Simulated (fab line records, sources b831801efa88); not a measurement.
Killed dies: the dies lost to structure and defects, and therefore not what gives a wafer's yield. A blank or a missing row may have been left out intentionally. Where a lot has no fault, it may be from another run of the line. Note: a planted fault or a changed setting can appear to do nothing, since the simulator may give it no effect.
Chamber matching || flow sky130 || SKY_VIA2_CMP_24 on cmp-01 has 4 sister chambers
The step polishes, stops on SiO2, t overpolish 20 s, target thk 0 nm. 8 wafers are shown with their chamber, then 9 later ones without.

## WAFERS WITH THEIR CHAMBER
{"wafer": "L081.6", "chamber": 1, "motorCurrentA (A)": 10.7, "timeToEndpointS (s)": 99}
{"wafer": "L084.1", "chamber": 3, "motorCurrentA (A)": 9.5, "timeToEndpointS (s)": 110}
{"wafer": "L085.1", "chamber": 2, "motorCurrentA (A)": 11.5, "timeToEndpointS (s)": 108}
{"wafer": "L085.4", "chamber": 3, "motorCurrentA (A)": 8.9, "timeToEndpointS (s)": 109}
{"wafer": "L085.6", "chamber": 0, "motorCurrentA (A)": 12.8, "timeToEndpointS (s)": 107}
{"wafer": "L086.1", "chamber": 0, "motorCurrentA (A)": 12.3, "timeToEndpointS (s)": 102}
{"wafer": "L086.3", "chamber": 1, "motorCurrentA (A)": 10.5, "timeToEndpointS (s)": 92}
{"wafer": "L086.5", "chamber": 2, "motorCurrentA (A)": 11.9, "timeToEndpointS (s)": 105}

## WAFERS WITH NO CHAMBER GIVEN
{"wafer": "L093.1", "motorCurrentA (A)": 12.2, "timeToEndpointS (s)": 100}
{"wafer": "L093.2", "motorCurrentA (A)": 10.4, "timeToEndpointS (s)": 91}
{"wafer": "L093.6", "motorCurrentA (A)": 11.5, "timeToEndpointS (s)": 107}
{"wafer": "L095.1", "motorCurrentA (A)": 11.0, "timeToEndpointS (s)": 113}
{"wafer": "L095.3", "motorCurrentA (A)": 10.8, "timeToEndpointS (s)": 101}
{"wafer": "L095.5", "motorCurrentA (A)": 12.2, "timeToEndpointS (s)": 112}
{"wafer": "L096.1", "motorCurrentA (A)": 9.0, "timeToEndpointS (s)": 109}
{"wafer": "L096.5", "motorCurrentA (A)": 10.5, "timeToEndpointS (s)": 100}
{"wafer": "L096.6", "motorCurrentA (A)": 11.8, "timeToEndpointS (s)": 104}

## WHICH CHAMBER EACH ONE RAN IN
{"wafer": "L093.1", "from the rows above": "can't be placed: 0 or 2", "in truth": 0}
{"wafer": "L093.2", "from the rows above": 1, "in truth": 1}
{"wafer": "L093.6", "from the rows above": 2, "in truth": 2}
{"wafer": "L095.1", "from the rows above": 2, "in truth": 2}
{"wafer": "L095.3", "from the rows above": "can't be placed: 1 or 2", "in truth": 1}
{"wafer": "L095.5", "from the rows above": "can't be placed: 2 or 0", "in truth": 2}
{"wafer": "L096.1", "from the rows above": 3, "in truth": 3}
{"wafer": "L096.5", "from the rows above": 1, "in truth": 1}
{"wafer": "L096.6", "from the rows above": "can't be placed: 2 or 0", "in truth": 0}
5 of 9 placed correctly. Not placeable from these rows: 4 (in 4, the candidates include the true chamber). Wrongly placed: 0.
How it was worked out, from the rows above alone: a wafer's distance from a chamber is the root of the sum, over the readings, of the square of ((its reading less the chamber's mean) divided by the reading's scatter). The wafer belongs to the nearest chamber; if the next one is less than 2 further off, it can't be placed. For every chamber, the mean is computed from those of its wafers that are shown. The scatter: the root of (the sum of the squares of (reading less its chamber's mean) over the shown wafers, divided by (wafers less chambers)).
